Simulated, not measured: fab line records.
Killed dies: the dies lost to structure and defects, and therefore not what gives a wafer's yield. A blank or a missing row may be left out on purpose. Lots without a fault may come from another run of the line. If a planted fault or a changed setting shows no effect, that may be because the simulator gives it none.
fab line records | flow sky130
record: lots: 14 wafers: 42 last-day: 50
route steps=708 shown FIELD_ISO@5 DNWELL@39 PWDE@52 NWELL@63
lots that met no fault: taken from a fault-free run of the same line
start-h: start of the lot's first displayed wafer, in hours after the record's first day | wait-h: hours since the lot's step before | " the same as in the row above | L1.1+2: a single row standing in for several wafers | - no value, or no start was given | * or withheld: withheld | < > ~ a bound
route shown NAME@n: NAME is a module with steps in the file, n the number in the route of the first one | usual: mean/standard deviation of fault-free wafers | same: alike in all rows | chamber/n: place in a boat | sites: each site's reading | _std_site: the values' standard deviation | _edge_site: mean of outer sites minus mean of inner sites | radius-mm: for every site, how far away it sits from the centre of the wafer | mask NAME#n: copy n | behind: tool/chamber where the wafer was last shaped | hold: why the lot went on hold/how many hours it stayed there/how the hold came to an end | device: transistor that didn't switch, given as n, p or np | end of line: the tests these same wafers got at the end of their route | a step with no rows: only its recipe | killed: count of dies lost to structure and defects at first sort (not the wafer's yield) | map: shows each die of a wafer: x if killed, . if not, _ if none is there
set.NAME: the setting as run; set.NAME@STEP: as run at that earlier step | model.NAME: the simulator's own value behind a step, which no gauge read
one table for each step of the route and one row for each wafer, over a sample of lots
services: a tool's chamber out of use, with start hour (start-h, from the record's first day; less than 0 if before it), hours out, and reason
== steps ==
step: SKY_FIELD_ISO_THK_MEAS_04
recipe: reads: Si3N4_of_FIELD_ISO_CVD_03
usual: FIELD_ISO_CVD_03_THK: 165.8/1.6
columns lot.wafer tool chamber start-h wait-h FIELD_ISO_CVD_03_THK[nm]
L797.1 film-metro-02 - 16.21 0.0 165.9
L797.3 " - " " 166.4
L797.5 " - " " 165.3
L799.1 film-metro-04 - 24.41 0.0 167.8
L799.4 " - " " 166.4
L799.6 " - " " 165.8
L802.1 film-metro-02 - 39.77 0.0 164.4
L802.4 " - " " 164.4
L802.5 " - " " 164.5
L803.1 film-metro-03 - 43.87 0.0 166.1
L803.2 " - " " 165.8
L803.3 " - " " 167.3
L804.2 film-metro-04 - 51.37 0.0 165.7
L804.4 " - " " 163.8
L804.6 " - " " 163.3
L805.2 film-metro-03 - 54.36 0.0 165.0
L805.3 " - " " 165.9
L805.4 " - " " 165.1
L806.1 film-metro-04 - 58.48 0.0 165.4
L806.2 " - " " 166.5
L806.5 " - " " 165.7
L807.2 film-metro-03 - 64.42 0.0 166.3
L807.5 " - " " 165.5
L807.6 " - " " 166.3
L808.2 film-metro-02 - 69.35 0.0 166.3
L808.3 " - " " 166.1
L808.4 " - " " 166.3
L813.1 film-metro-03 - 96.79 0.0 165.2
L813.3 " - " " 166.6
L813.6 " - " " 165.2
L814.2 film-metro-02 - 99.39 0.0 166.7
L814.3 " - " " 167.6
L814.6 " - " " 167.2
L816.1 film-metro-02 - 109.73 0.0 170.1
L816.3 " - " " 169.7
L816.4 " - " " 168.5
L818.1 film-metro-04 - 118.79 0.0 164.9
L818.3 " - " " 166.7
L818.5 " - " " 165.2
L820.1 film-metro-02 - 128.77 0.0 166.0
L820.2 " - " " 163.9
L820.3 " - " " 166.4
step: SKY_DNWELL_EXPOSE_04
recipe: mask-id: DNM na: 0.57 target-cd-nm: 3000 dose-mj: 222
usual: exposure-dose-mJ-cm2: 222.01/0.22 focus-offset-nm: 0.0/0.54 stage-vel-mm-s: 499.94/0.26
columns lot.wafer tool chamber start-h wait-h mask exposure-dose-mJ-cm2 focus-offset-nm stage-vel-mm-s
L797.1 iline-stepper-02 0 48.13 - DNM#0 222.05 0.6 500.20
L797.3 " 0 " " DNM#0 222.52 0.1 500.13
L797.5 " 0 " " DNM#0 222.09 0.3 500.30
L799.1 iline-stepper-02 0 53.72 - DNM#0 221.70 -0.6 499.99
L799.4 " 0 " " DNM#0 222.03 0.0 499.48
L799.6 " 0 " " DNM#0 221.79 -0.1 499.85
L802.1 iline-stepper-01 0 72.17 - DNM#0 221.55 -0.4 500.21
L802.4 " 0 " " DNM#0 221.81 0.0 500.27
L802.5 " 0 " " DNM#0 222.33 0.1 499.85
L803.1 iline-stepper-01 0 75.70 - DNM#0 222.38 0.6 500.05
L803.2 " 0 " " DNM#0 221.90 0.6 499.95
L803.3 " 0 " " DNM#0 222.02 0.5 499.79
L804.2 iline-stepper-02 0 81.89 - DNM#0 221.79 0.6 500.02
L804.4 " 0 " " DNM#0 221.85 0.2 499.87
L804.6 " 0 " " DNM#0 222.03 -0.7 500.00
L805.2 iline-stepper-02 0 85.97 - DNM#0 222.27 0.3 499.40
L805.3 " 0 " " DNM#0 222.29 0.0 499.94
L805.4 " 0 " " DNM#0 222.11 0.2 499.87
L806.1 iline-stepper-02 0 92.56 - DNM#0 222.30 0.2 500.34
L806.2 " 0 " " DNM#0 222.08 0.6 500.61
L806.5 " 0 " " DNM#0 221.97 0.1 500.37
L807.2 iline-stepper-02 0 98.87 - DNM#0 221.90 -0.4 499.86
L807.5 " 0 " " DNM#0 222.25 -0.2 499.49
L807.6 " 0 " " DNM#0 222.46 -1.0 499.55
L808.2 iline-stepper-02 0 103.18 - DNM#0 221.79 0.1 500.05
L808.3 " 0 " " DNM#0 222.02 0.2 499.80
L808.4 " 0 " " DNM#0 221.83 0.2 499.74
L813.1 iline-stepper-02 - 135.20 - DNM#0 - - -
L813.3 " - " " DNM#0 - - -
L813.6 " - " " DNM#0 - - -
L814.2 iline-stepper-01 - 135.85 - DNM#0 - - -
L814.3 " - " " DNM#0 - - -
L814.6 " - " " DNM#0 - - -
L816.1 iline-stepper-01 0 145.68 - DNM#0 221.84 -0.5 499.46
L816.3 " 0 " " DNM#0 222.04 -0.2 499.44
L816.4 " 0 " " DNM#0 222.19 -0.2 499.70
L818.1 iline-stepper-02 0 155.75 - DNM#0 222.04 0.3 500.20
L818.3 " 0 " " DNM#0 222.06 0.6 499.92
L818.5 " 0 " " DNM#0 221.92 0.2 499.83
L820.1 iline-stepper-01 0 165.73 - DNM#0 221.81 -0.3 499.82
L820.2 " 0 " " DNM#0 221.98 -0.4 499.78
L820.3 " 0 " " DNM#0 222.20 -0.9 499.95
step: SKY_DNWELL_TW_MEAS_09
usual: DNWELL_TW: 1107/9.4
columns lot.wafer tool chamber start-h wait-h DNWELL_TW
L797.1 film-metro-01 - 55.86 0.1 1094
L797.3 " - " " 1093
L797.5 " - " " 1093
L799.1 film-metro-01 - 61.76 0.1 1088
L799.4 " - " " 1094
L799.6 " - " " 1094
L802.1 film-metro-04 - 80.70 0.1 1114
L802.4 " - " " 1112
L802.5 " - " " 1114
L803.1 film-metro-04 - 84.10 0.1 1115
L803.2 " - " " 1118
L803.3 " - " " 1110
L804.2 film-metro-02 - 90.86 0.1 1106
L804.4 " - " " 1108
L804.6 " - " " 1110
L805.2 film-metro-04 - 95.31 0.1 1112
L805.3 " - " " 1116
L805.4 " - " " 1117
L806.1 film-metro-01 - 101.35 0.1 1106
L806.2 " - " " 1105
L806.5 " - " " 1107
L807.2 film-metro-04 - 107.71 0.1 1127
L807.5 " - " " 1121
L807.6 " - " " 1119
L808.2 film-metro-01 - 112.66 0.1 1099
L808.3 " - " " 1105
L808.4 " - " " 1103
L813.1 film-metro-02 - 144.80 0.1 30
L813.3 " - " " 30
L813.6 " - " " 30
L814.2 film-metro-04 - 146.02 0.1 30
L814.3 " - " " 30
L814.6 " - " " 30
L816.1 film-metro-02 - 156.35 0.1 1113
L816.3 " - " " 1106
L816.4 " - " " 1111
L818.1 film-metro-02 - 165.20 0.1 1102
L818.3 " - " " 1111
L818.5 " - " " 1108
L820.1 film-metro-02 - 176.71 0.1 1108
L820.2 " - " " 1105
L820.3 " - " " 1100
step: SKY_PWDE_OVL_MEAS_07
usual: PWDE_OVL: 0.4/1.5
columns lot.wafer tool chamber start-h wait-h PWDE_OVL[nm]
L797.1 overlay-02 - 72.11 - 2.1
L797.3 " - " " 3.0
L797.5 " - " " 3.5
L799.1 overlay-02 - 78.45 - -1.5
L799.4 " - " " 1.8
L799.6 " - " " -0.7
L802.1 overlay-02 - 97.81 - -0.1
L802.4 " - " " 2.7
L802.5 " - " " 0.6
L803.1 overlay-02 - 101.51 - 0.0
L803.2 " - " " -2.4
L803.3 " - " " -1.3
L804.2 overlay-02 - 108.05 - 1.9
L804.4 " - " " -0.5
L804.6 " - " " 0.9
L805.2 overlay-01 - 113.26 - 0.9
L805.3 " - " " -0.2
L805.4 " - " " 0.8
L806.1 overlay-02 - 119.45 - -3.6
L806.2 " - " " -2.2
L806.5 " - " " -0.4
L807.2 overlay-01 - 125.91 - 1.2
L807.5 " - " " -0.3
L807.6 " - " " -0.6
L808.2 overlay-01 - 130.87 - 0.9
L808.3 " - " " 0.2
L808.4 " - " " -1.1
L813.1 overlay-02 - 164.81 - -0.8
L813.3 " - " " -0.7
L813.6 " - " " 1.2
L814.2 overlay-01 - 165.62 - -1.3
L814.3 " - " " -1.0
L814.6 " - " " 1.3
L816.1 overlay-01 - 176.81 - 1.0
L816.3 " - " " 0.5
L816.4 " - " " 0.8
L818.1 overlay-02 - 185.81 - 2.2
L818.3 " - " " 0.4
L818.5 " - " " -0.8
L820.1 overlay-01 - 198.01 - -1.1
L820.2 " - " " 1.6
L820.3 " - " " -1.8
step: SKY_NWELL_OVL_MEAS_10
usual: NWELL_00_OVL: 0.2/1.3
columns lot.wafer tool chamber start-h wait-h NWELL_00_OVL[nm]
L797.1 overlay-02 - 90.25 - -1.3
L797.3 " - " " 0.1
L797.5 " - " " -0.4
L799.1 overlay-02 - 96.55 - 1.1
L799.4 " - " " -0.1
L799.6 " - " " 0.3
L802.1 overlay-02 - 115.91 - -0.1
L802.4 " - " " -0.1
L802.5 " - " " 2.5
L803.1 overlay-01 - 119.96 - 0.5
L803.2 " - " " 0.4
L803.3 " - " " -2.5
L804.2 overlay-02 - 127.05 - 0.1
L804.4 " - " " -0.9
L804.6 " - " " 0.7
L805.2 overlay-02 - 132.31 - -0.5
L805.3 " - " " 0.1
L805.4 " - " " -1.6
L806.1 overlay-01 - 138.70 - -0.3
L806.2 " - " " -2.0
L806.5 " - " " 0.5
L807.2 overlay-02 - 145.76 - -0.9
L807.5 " - " " -1.3
L807.6 " - " " 0.4
L808.2 overlay-02 - 150.86 - 1.6
L808.3 " - " " 0.6
L808.4 " - " " 0.8
L813.1 overlay-01 - 186.00 - 1.4
L813.3 " - " " 1.7
L813.6 " - " " 0.6
L814.2 overlay-01 - 186.96 - -2.3
L814.3 " - " " 0.1
L814.6 " - " " -0.5
L816.1 overlay-02 - 198.45 - 0.4
L816.3 " - " " 1.6
L816.4 " - " " 0.5
L818.1 overlay-02 - 208.20 - 2.1
L818.3 " - " " 1.9
L818.5 " - " " 1.0
L820.1 overlay-01 - 220.60 - 3.1
L820.2 " - " " -0.2
L820.3 " - " " 1.7
== services ==
columns tool chamber start-h hours kind
iline-stepper-02 0 25.26 - calibration
iline-stepper-02 - 36.87 3.1 repair
iline-stepper-01 - 39.97 4.4 pm
iline-stepper-01 - 60.53 7.2 repair
iline-stepper-02 - 67.73 2.1 pm
iline-stepper-02 - 69.82 - consumable-replace:lamp
iline-stepper-01 - 113.86 1.7 pm
iline-stepper-01 - 115.95 4.7 repair
iline-stepper-02 - 145.18 1.7 pm
== key ==
first-sign: step: SKY_DNWELL_EXPOSE_04 reading: tool-record direction: missing
effect: step: SKY_DNWELL_TW_MEAS_09 reading: DNWELL_TW direction: down sigmas: 99+ usual: 1107 struck: 30
met-at SKY_DNWELL_EXPOSE_04
struck-lots L813,L814
sort-left-out L813.1,L813.3,L813.6,L814.2,L814.3,L814.6
tester-left-out L813,L814
not-acting-at SKY_FIELD_ISO_THK_MEAS_04,SKY_PWDE_OVL_MEAS_07,SKY_NWELL_OVL_MEAS_10
onset-between 103.18 135.20
fault: kind: skipped-step-whole tool: iline-stepper-01,iline-stepper-02 chamber: - onset-h: 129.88 steps: SKY_DNWELL_EXPOSE_04 scope: struck-lots-only
tester-left-out: of these lots the tester's yield and bins aren't shown, on N5 and GAA mostly nor the transistor test; their killed dies are dies lost to structure and defects alone, not to doping, threshold or leakage, so they don't give the yield
sort-left-out: the simulated sort isn't trusted on such a fault, so these wafers' sort isn't shown, and their yield isn't known
